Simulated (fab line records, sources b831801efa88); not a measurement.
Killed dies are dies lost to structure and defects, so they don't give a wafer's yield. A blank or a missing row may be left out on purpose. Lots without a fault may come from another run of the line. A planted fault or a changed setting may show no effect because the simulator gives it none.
One fault seen from 2 desks | flow sky130 | each desk has only its own numbers; what lay behind them comes last

THE TOOL OWNER'S DESK: pvd_sputter-01
The tool's own readings at SKY_METAL5_SPUTTER_02 (material AlCu, target thk 1150 nm, time 61.2 s): means of the sampled wafers that have a number, for each lot that ran on this tool. A lot is out of limits, marked OUT, if its mean lies more than 4 standard deviations from the usual mean; the brackets give that distance.
Columns: A = throttle_valve_pct at SKY_METAL5_SPUTTER_02, usual 30.1 %
lot  | first seen here | A
L378 | day 43 02:39    | 29.9
L380 | day 43 14:10    | 30.2
L382 | day 44 05:58    | 30.5
L383 | day 45 10:13    | 29.8
L386 | day 45 14:07    | 30.4
L388 | day 45 17:43    | 29.9
L391 | day 46 15:46    | 29.8
L393 | day 46 21:45    | 29.9
L394 | day 47 01:25    | 29.9
This desk's finding: nothing out of limits on any of the 9 lots.

THE METROLOGY DESK
What the gauges read, lot by lot, whatever tool the lot ran on: means of the sampled wafers that have a number. A lot is out of limits, marked OUT, if its mean lies more than 4 standard deviations from the usual mean; the brackets give that distance.
Columns: A = METAL5_ALCU_RS at SKY_METAL5_RS_MEAS_05, usual 0.0271 ohm/sq
lot  | first seen here | A
L378 | day 43 02:46    | 0.0272
L380 | day 43 14:20    | 0.0272
L379 | day 43 15:25    | 0.0268
L382 | day 44 06:05    | 0.0275
L383 | day 45 10:20    | 0.0272
L386 | day 45 14:14    | 0.0272
L388 | day 45 17:54    | 0.0275
L391 | day 46 15:55    | 0.0269
L393 | day 46 21:53    | 0.0268
L394 | day 47 01:34    | 0.0271
L399 | day 48 09:46    | 0.0276
L400 | day 48 13:45    | 0.0267
This desk's finding: nothing out of limits on any of the 12 lots.

PUT TOGETHER
The tool owner's desk saw nothing out of limits.
The metrology desk saw nothing out of limits.

WHAT THE SIMULATOR HAD PUT IN
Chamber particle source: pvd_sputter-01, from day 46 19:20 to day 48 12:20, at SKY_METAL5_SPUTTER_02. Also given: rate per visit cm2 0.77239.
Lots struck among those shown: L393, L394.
